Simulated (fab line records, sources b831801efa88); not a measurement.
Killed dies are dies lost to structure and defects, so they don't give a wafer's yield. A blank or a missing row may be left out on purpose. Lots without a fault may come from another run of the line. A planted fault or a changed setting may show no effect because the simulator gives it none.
fab line records | flow gf180mcu | part 2 of 2: steps 26 to 36 of 36
record lots=5 wafers=15 last_day=34
route steps=602 shown CONTACT@296 M1@315
lots that met no fault: from a run of the same line without faults
start_h: hours from the record's first day to the start of the lot's first wafer shown | wait_h: hours since the lot's step before | " the same as in the row above | L1.1+2: a row that stands for several wafers | - no value, or no start given | * or withheld: withheld | < > ~ a bound
route shown NAME@n: a module of which the file shows steps, and the number in the route of the first | usual: mean/standard deviation of fault-free wafers | same: alike in all rows | chamber/n: place in a boat | sites: the reading at each site | _std_site: their standard deviation | _edge_site: outer sites' mean less inner sites' | radius_mm: how far each site lies from the wafer's centre | mask NAME#n: copy n | behind: the tool/chamber that last shaped the wafer | hold: why the lot was held/for how many hours/how that ended | device: the transistor (n, p or np) that didn't switch | end of line: the same wafers' tests at the end of the route | a step without rows: its recipe alone | killed: dies lost to structure and defects at the first sort, not the wafer's yield | map: a wafer's dies, x killed, . not, _ none there
set.NAME: the setting as run; set.NAME@STEP: as run at that earlier step | model.NAME: the simulator's own value behind a step, which no gauge read
lots at some steps of the route; a table a step, a row a wafer
services: from which hour (start_h, from the record's first day; less than 0 if before it) a tool's chamber was out of use, for how many hours, and why
## steps
# step GF_M1_THK_MEAS_06
# recipe thk_meas_gauge=xrf reads=AlCu_of_M1_SPUTTER_02
# usual M1_ALCU_THK=449/5.3
# columns lot.wafer tool chamber start_h wait_h M1_ALCU_THK[nm]
L083.1 film_metro-01 - 449.59 0.1 448
L083.4 " - " " 449
L083.6 " - " " 450
L088.1 film_metro-02 - 491.74 0.1 444
L088.2 " - " " 453
L088.4 " - " " 440
L090.2 film_metro-03 - 505.17 0.1 464
L090.5 " - " " 452
L090.6 " - " " 450
L092.1 film_metro-03 - 518.10 0.1 452
L092.2 " - " " 450
L092.4 " - " " 450
L096.3 film_metro-01 - 548.53 0.1 449
L096.5 " - " " 452
L096.6 " - " " 450
# step GF_M1_DEHYDRATE_07
# recipe temp_c=200 time_s=60
# usual exhaust_pa=45.1/0.92
# columns lot.wafer tool chamber start_h wait_h exhaust_pa
L083.1 litho_track-04 0 460.85 11.3 45.1
L083.4 " 0 " " 44.8
L083.6 " 0 " " 44.5
L088.1 litho_track-04 0 502.60 10.9 44.8
L088.2 " 0 " " 45.1
L088.4 " 0 " " 46.5
L090.2 litho_track-03 0 516.22 11.0 45.2
L090.5 " 0 " " 44.4
L090.6 " 0 " " 43.1
L092.1 litho_track-03 0 529.15 11.0 45.3
L092.2 " 0 " " 46.7
L092.4 " 0 " " 44.8
L096.3 litho_track-04 0 559.00 10.5 43.4
L096.5 " 0 " " 42.7
L096.6 " 0 " " 44.0
# step GF_M1_HMDS_08
# recipe prime_time_s=60 prime_temp_c=120
# usual exhaust_pa=45.0/0.81 prime_temp_c=119.98/0.14
# columns lot.wafer tool chamber start_h wait_h exhaust_pa prime_temp_c
L083.1 litho_track-04 0 461.00 0.1 45.4 120.05
L083.4 " 0 " " 45.2 120.07
L083.6 " 0 " " 45.6 120.15
L088.1 litho_track-04 0 502.75 0.1 46.0 119.96
L088.2 " 0 " " 46.5 120.12
L088.4 " 0 " " 44.9 119.83
L090.2 litho_track-03 0 516.37 0.1 45.3 119.84
L090.5 " 0 " " 45.4 119.82
L090.6 " 0 " " 45.8 119.76
L092.1 litho_track-03 0 529.30 0.1 44.5 119.77
L092.2 " 0 " " 44.4 119.78
L092.4 " 0 " " 45.5 119.94
L096.3 litho_track-04 0 559.15 0.1 45.4 119.93
L096.5 " 0 " " 44.6 119.99
L096.6 " 0 " " 46.2 119.85
# step GF_M1_COAT_09
# recipe resist=KrF spin_rpm=withheld resist_thk_nm=1000
# usual exhaust_pa=45.1/0.73
# columns lot.wafer tool chamber start_h wait_h exhaust_pa
L083.1 litho_track-04 0 461.15 0.1 44.6
L083.4 " 0 " " 44.4
L083.6 " 0 " " 44.2
L088.1 litho_track-04 0 502.90 0.1 45.0
L088.2 " 0 " " 46.4
L088.4 " 0 " " 45.2
L090.2 litho_track-03 0 516.52 0.1 45.2
L090.5 " 0 " " 45.3
L090.6 " 0 " " 45.4
L092.1 litho_track-03 0 529.45 0.1 45.1
L092.2 " 0 " " 45.8
L092.4 " 0 " " 46.6
L096.3 litho_track-04 0 559.30 0.1 45.4
L096.5 " 0 " " 43.8
L096.6 " 0 " " 44.9
# step GF_M1_SOFTBAKE_10
# recipe temp_c=130 time_s=60 resist=KrF
# usual exhaust_pa=44.9/0.94
# columns lot.wafer tool chamber start_h wait_h exhaust_pa
L083.1 litho_track-04 0 461.30 0.1 44.5
L083.4 " 0 " " 43.8
L083.6 " 0 " " 44.0
L088.1 litho_track-04 0 503.05 0.1 44.8
L088.2 " 0 " " 44.4
L088.4 " 0 " " 44.8
L090.2 litho_track-03 0 516.67 0.1 44.9
L090.5 " 0 " " 43.6
L090.6 " 0 " " 44.8
L092.1 litho_track-03 0 529.60 0.1 46.2
L092.2 " 0 " " 46.5
L092.4 " 0 " " 46.0
L096.3 litho_track-04 0 559.45 0.1 45.5
L096.5 " 0 " " 45.2
L096.6 " 0 " " 46.1
# step GF_M1_EXPOSE_11
# recipe mask_id=Metal1 target_cd_nm=230 na=0.68 source_shape=conventional sigma_outer=0.6 dose_mj=28
# columns lot.wafer tool chamber start_h wait_h mask
L083.1+4+6 krf_scanner-02 0 - - Metal1#0
L088.1+2+4 krf_scanner-02 0 - - Metal1#0
L090.2+5+6 krf_scanner-01 0 - - Metal1#0
L092.1+2+4 krf_scanner-01 0 - - Metal1#0
L096.3+5+6 krf_scanner-02 0 - - Metal1#0
# step GF_M1_PEB_12
# recipe peb_temp_c=135 peb_time_s=90 resist=KrF
# usual exhaust_pa=45.0/0.97
# columns lot.wafer tool chamber start_h wait_h exhaust_pa
L083.1 litho_track-01 0 - - 44.9
L083.4 " 0 " " 44.4
L083.6 " 0 " " 45.0
L088.1 litho_track-01 0 - - 44.0
L088.2 " 0 " " 43.6
L088.4 " 0 " " 45.1
L090.2 litho_track-01 0 - - 43.8
L090.5 " 0 " " 42.0
L090.6 " 0 " " 43.8
L092.1 litho_track-01 0 - - 46.4
L092.2 " 0 " " 44.8
L092.4 " 0 " " 45.2
L096.3 litho_track-01 0 - - 44.9
L096.5 " 0 " " 45.4
L096.6 " 0 " " 46.5
# step GF_M1_DEVELOP_13
# recipe develop_time_s=60 dev_temp_c=21
# usual exhaust_pa=45.0/0.84
# columns lot.wafer tool chamber start_h wait_h exhaust_pa
L083.1 litho_track-01 0 472.77 0.2 45.2
L083.4 " 0 " " 44.9
L083.6 " 0 " " 44.5
L088.1 litho_track-01 0 514.72 0.2 45.9
L088.2 " 0 " " 46.2
L088.4 " 0 " " 45.5
L090.2 litho_track-01 0 528.04 0.2 44.6
L090.5 " 0 " " 44.7
L090.6 " 0 " " 43.7
L092.1 litho_track-01 0 540.97 0.2 46.2
L092.2 " 0 " " 43.8
L092.4 " 0 " " 44.8
L096.3 litho_track-01 0 570.07 0.1 44.0
L096.5 " 0 " " 45.2
L096.6 " 0 " " 43.6
# step GF_M1_CD_MEAS_14
# recipe target_cd_nm=230
# usual cd_nm=230.4/1.3
# columns lot.wafer tool chamber start_h wait_h cd_nm
L083.1 cd_sem-01 - 472.92 0.1 232.0
L083.4 " - " " 232.7
L083.6 " - " " 232.2
L088.1 cd_sem-01 - 514.87 0.1 232.2
L088.2 " - " " 231.8
L088.4 " - " " 232.3
L090.2 cd_sem-02 - 528.19 0.1 231.2
L090.5 " - " " 231.3
L090.6 " - " " 232.0
L092.1 cd_sem-02 - 541.12 0.1 230.8
L092.2 " - " " 231.2
L092.4 " - " " 230.3
L096.3 cd_sem-02 - 570.21 0.1 231.3
L096.5 " - " " 230.7
L096.6 " - " " 231.4
# step GF_M1_OVL_MEAS_15
# usual M1_OVL=-1/5
# columns lot.wafer tool chamber start_h wait_h M1_OVL[nm]
L083.1 overlay-01 - 473.04 0.1 -5
L083.4 " - " " 2
L083.6 " - " " -4
L088.1 overlay-01 - 514.99 0.1 1
L088.2 " - " " -3
L088.4 " - " " -1
L090.2 overlay-01 - 528.29 0.1 5
L090.5 " - " " 2
L090.6 " - " " 4
L092.1 overlay-01 - 541.24 0.1 -3
L092.2 " - " " -4
L092.4 " - " " -4
L096.3 overlay-01 - 570.30 0.1 -1
L096.5 " - " " 0
L096.6 " - " " -2
# step GF_M1_METAL_ETCH_16
# recipe chemistry=Cl2/BCl3 mask_material=KrF target_depth_nm=627.5 stop_on=SiO2 pressure_mtorr=8 icp_w=800 bias_w=140 Cl2_flow_sccm=80 bcl3_flow_sccm=40 time_s=104.6
# usual drypump_motor_current_A=5.35/0.19 oes_product_au=0.974/0.0069 throttle_valve_pct=28.248/0.011
# columns lot.wafer tool chamber start_h wait_h drypump_motor_current_A oes_product_au rf_hours_counter_h throttle_valve_pct
L083.1 rie_metal-04 1 473.07 0.0 5.54 0.975 8 28.244
L083.4 " 1 " " 5.50 0.972 - 28.257
L083.6 " 1 " " 5.52 0.975 - 28.253
L088.1 rie_metal-01 1 515.02 0.0 5.29 0.965 1 28.269
L088.2 " 0 " " 5.53 0.978 10 28.247
L088.4 " 0 " " 5.53 0.963 - 28.252
L090.2 rie_metal-04 1 528.32 0.0 5.50 0.984 9 28.231
L090.5 " 0 " " 5.06 0.982 - 28.242
L090.6 " 1 " " 5.50 0.981 - 28.222
L092.1 rie_metal-01 0 541.27 0.0 5.51 0.975 10 28.238
L092.2 " 1 " " 5.29 0.973 2 28.252
L092.4 " 1 " " 5.29 0.967 - 28.261
L096.3 rie_metal-01 1 570.36 0.1 5.27 0.972 - 28.250
L096.5 " 0 " " 5.49 0.982 - 28.238
L096.6 " 1 " " 5.28 0.977 - 28.238
## services
# columns tool chamber start_h hours kind
pvd_sputter-02 - 413.75 5.2 repair
krf_scanner-01 - 414.31 0.9 repair
cmp-01 - 433.32 3.1 repair
krf_scanner-02 - 435.10 3.3 repair
rie_diel-01 0 437.44 2.5 repair
krf_scanner-01 - 450.05 0.8 pm
wet_bench-02 - 455.88 7.9 repair
cvd_w-01 - 457.24 6.0 pm
rie_diel-03 3 458.75 7.5 repair
rie_diel-03 - 460.73 0.5 repair
krf_scanner-02 - 461.78 1.3 pm
rie_diel-01 1 467.12 5.3 repair
krf_scanner-02 - 469.11 4.0 pm
rie_diel-03 1 494.63 4.1 repair
cmp-01 - 501.92 1.3 repair
krf_scanner-02 - 505.69 1.0 pm
pvd_sputter-03 - 506.28 1.1 repair
pvd_sputter-02 - 511.00 6.4 repair
krf_scanner-02 - 520.47 3.6 pm
cvd_w-01 - 529.10 2.8 pm
cmp-01 - 541.41 2.5 repair
pvd_sputter-01 - 551.52 5.4 repair
krf_scanner-02 - 563.50 7.2 pm
rie_diel-03 - 567.07 0.7 repair
